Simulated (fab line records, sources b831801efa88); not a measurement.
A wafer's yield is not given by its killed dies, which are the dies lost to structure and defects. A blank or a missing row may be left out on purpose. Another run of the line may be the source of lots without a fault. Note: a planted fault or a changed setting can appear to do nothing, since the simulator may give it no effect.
Matching of chambers -- flow sky130 -- cmp-02 running SKY_LI_CONTACT_CMP_02: 4 sister chambers
The step polishes PSG. 14 wafers are shown with their chamber, then 7 later ones without.

WAFERS WITH THEIR CHAMBER
wafer,chamber,motor current A (A),time to endpoint s (s),platen rpm (rpm)
L844.4,3,13.0,26.7,60.05
L844.5,2,14.7,34.1,59.98
L844.6,1,12.0,32.2,60.06
L846.1,2,14.5,32.9,60.02
L846.5,3,13.0,32.4,60.02
L846.6,0,11.3,30.8,60.05
L845.1,2,13.6,31.7,60.03
L845.4,0,10.8,26.8,60.04
L845.5,1,11.1,29.9,60.00
L848.2,2,14.5,31.0,59.96
L848.4,0,10.8,29.9,60.11
L848.5,2,14.2,33.5,60.04
L854.2,3,13.6,29.8,60.02
L854.3,0,11.4,28.7,60.03

SIGNATURES, as means of the wafers listed above
reading,chamber 0,chamber 1,chamber 2,chamber 3,scatter within a chamber
motor current A,11.075,11.550,14.300,13.200,0.411
time to endpoint s,29.050,31.050,32.640,29.633,1.86
platen rpm,60.0575,60.0300,60.0060,60.0300,0.0332
Rule: a wafer's distance from a chamber is the root of the sum, over the readings, of the square of ((its reading less the chamber's mean) divided by the reading's scatter). The wafer belongs to the nearest chamber; if the next one is less than 2 further off, it can't be placed. The scatter is the square root of a quotient: the sum, over the shown wafers, of each reading's squared deviation from its chamber's mean, divided by wafers minus chambers.

WAFERS WITH NO CHAMBER GIVEN
wafer,motor current A (A),time to endpoint s (s),platen rpm (rpm)
L854.6,11.5,32.1,59.99
L857.1,10.6,31.1,60.05
L857.3,11.6,34.3,59.95
L857.6,11.1,34.8,60.00
L858.1,13.8,40.2,59.94
L858.5,14.5,37.6,59.93
L858.6,11.1,42.8,60.03

EACH ONE'S CHAMBER
wafer,from the rows above,in truth
L854.6,can't be placed: 1 or 0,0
L857.1,can't be placed: 0 or 1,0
L857.3,can't be placed: 1 or 0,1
L857.6,can't be placed: 1 or 0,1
L858.1,can't be placed: 2 or 3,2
L858.5,2,2
L858.6,can't be placed: 1 or 0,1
Correct placement for 1 of the 7. Cannot be placed on the basis of these rows: 6; the candidates contain the true chamber in 6. Placed wrongly: 0.
